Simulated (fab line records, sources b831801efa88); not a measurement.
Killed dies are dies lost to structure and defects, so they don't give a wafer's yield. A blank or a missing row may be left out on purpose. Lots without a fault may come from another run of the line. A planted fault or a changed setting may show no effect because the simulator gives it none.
Which tool did it? | flow gf180mcu | 12 lots, 36 wafers sampled, at 3 steps of a route of 602

WHAT THE GAUGES READ, wafer by wafer
GF_M4_RS_MEAS_05: measures by four-point-probe.
lot  | measured     | on            | M4_ALCU_RS (ohm/sq)
L075 | day 22 23:49 | film_metro-03 | 0.0700 0.0703 0.0707
L077 | day 23 16:05 | film_metro-03 | 0.0689 0.0685 0.0693
L079 | day 24 09:44 | film_metro-02 | 0.0693 0.0699 0.0690
L081 | day 25 06:34 | film_metro-01 | 0.0694 0.0688 0.0688
L083 | day 25 10:39 | film_metro-03 | 0.0685 0.0699 0.0692
L085 | day 26 11:20 | film_metro-03 | 0.0706 0.0706 0.0704
L087 | day 27 02:18 | film_metro-02 | 0.0686 0.0694 0.0684
L089 | day 27 15:04 | film_metro-01 | 0.0689 0.0697 0.0698
L091 | day 28 11:40 | film_metro-03 | 0.0687 0.0685 0.0686
L093 | day 28 23:14 | film_metro-02 | 0.0678 0.0685 0.0689
L095 | day 29 12:43 | film_metro-03 | 0.0701 0.0695 0.0692
L097 | day 29 23:41 | film_metro-03 | 0.0688 0.0684 0.0682

WHICH TOOL RAN EACH LOT (tool, then ch and the chambers of the sampled wafers, then the start)
lot  | GF_V1_CMP_26                  | GF_V2_ETCH_16
L075 | cmp-01 ch 1,2, day 18 16:42   | rie_diel-02 ch 1,2,3, day 20 19:49
L077 | cmp-02 ch 1,3, day 19 10:19   | rie_diel-01 ch 1,2, day 21 13:04
L079 | cmp-01 ch 0,2,3, day 20 05:37 | rie_diel-02 ch 1,2,3, day 22 07:46
L081 | cmp-02 ch 0,3, day 21 04:47   | rie_diel-02 ch 0,1,3, day 23 06:04
L083 | cmp-01 ch 0,2,3, day 21 09:51 | rie_diel-04 ch 1,2, day 23 10:31
L085 | cmp-02 ch 0,1,3, day 22 12:39 | rie_diel-01 ch 1,2, day 24 12:37
L087 | cmp-02 ch 0,1,2, day 23 04:36 | rie_diel-01 ch 0,1,3, day 25 03:59
L089 | cmp-01 ch 2,3, day 23 18:34   | rie_diel-02 ch 2,3, day 25 16:23
L091 | cmp-01 ch 0,1,3, day 24 18:11 | rie_diel-02 ch 0,1, day 26 15:01
L093 | cmp-01 ch 0,1,3, day 25 06:05 | rie_diel-01 ch 1,3, day 27 02:25
L095 | cmp-02 ch 2,3, day 25 23:16   | rie_diel-01 ch 1,2,3, day 27 17:32
L097 | cmp-02 ch 0,1,2, day 26 10:24 | rie_diel-04 ch 0,2,3, day 28 05:16
- GF_V1_CMP_26: polishes, stops on SiO2, t overpolish 15 s, target thk 0 nm.
- GF_V2_ETCH_16: etches BARC in N2/H2.

THE ANSWER, worked out from the rows above alone
Rule: what is usual is taken from the lots themselves. Put in order of their means at a reading, lots are off if they are a third of the lots or fewer, leave a main group of 4 or more, and stand apart from it by a gap of 3 or more times the standard deviation of the main group's means; of several such gaps the widest counts. A main group whose means are all the same, to the digits that the tables above print for the reading, isn't used. A lot without any number at a reading at which 4 lots or more have one is off too. The other lots that the step has rows for count as sound.
No lot is off at any reading shown: from this, nothing can be told.

WHAT THE SIMULATOR HAD PUT IN
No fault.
